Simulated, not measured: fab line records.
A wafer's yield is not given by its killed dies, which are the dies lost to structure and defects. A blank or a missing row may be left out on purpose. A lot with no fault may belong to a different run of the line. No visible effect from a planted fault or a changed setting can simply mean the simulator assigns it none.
Chamber matching | flow gf180mcu | GF_V5_CVD_02 on pecvd-03 has 3 sister chambers
The step deposits SiO2 from TEOS, target thk 1450 nm, time 163.28 s. 14 wafers are shown with their chamber, then 7 later ones without.

== WAFERS, EACH WITH ITS CHAMBER ==
wafer  | chamber | heater power w (W)
L101.1 | 2       | 727
L101.3 | 1       | 710
L101.4 | 0       | 731
L103.2 | 2       | 630
L103.4 | 0       | 751
L103.6 | 2       | 723
L106.1 | 0       | 660
L106.4 | 1       | 830
L106.5 | 2       | 639
L107.1 | 0       | 756
L107.3 | 1       | 772
L107.6 | 0       | 613
L109.1 | 1       | 805
L109.5 | 1       | 663

SIGNATURES (means of the wafers above)
reading        | chamber 0 | chamber 1 | chamber 2 | scatter within a chamber
heater power w | 702.20    | 756.00    | 679.75    | 62.5
Rule: for each reading, subtract the chamber's mean from the wafer's reading, divide by that reading's scatter and square the result; add these up over the readings and take the root, which gives the wafer's distance from the chamber. If the next closest chamber is less than 2 further off than the closest, the wafer can't be placed; otherwise it belongs to the closest. The scatter: take each reading less its chamber's mean, square it, sum over the shown wafers, divide by the number of wafers less the number of chambers, and take the root.

== WAFERS WITH NO CHAMBER GIVEN ==
wafer  | heater power w (W)
L109.6 | 620
L110.3 | 740
L110.4 | 658
L110.5 | 615
L118.3 | 747
L118.4 | 607
L118.5 | 663

== CHAMBER TAKEN BY EACH ==
wafer  | from the rows above          | in truth
L109.6 | can't be placed: 2 or 0 or 1 | 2
L110.3 | can't be placed: 1 or 0 or 2 | 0
L110.4 | can't be placed: 2 or 0 or 1 | 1
L110.5 | can't be placed: 2 or 0 or 1 | 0
L118.3 | can't be placed: 1 or 0 or 2 | 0
L118.4 | can't be placed: 2 or 0 or 1 | 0
L118.5 | can't be placed: 2 or 0 or 1 | 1
0 of 7 placed correctly. Not placeable from these rows: 7 (in 7, the candidates include the true chamber). Placed wrongly: 0.
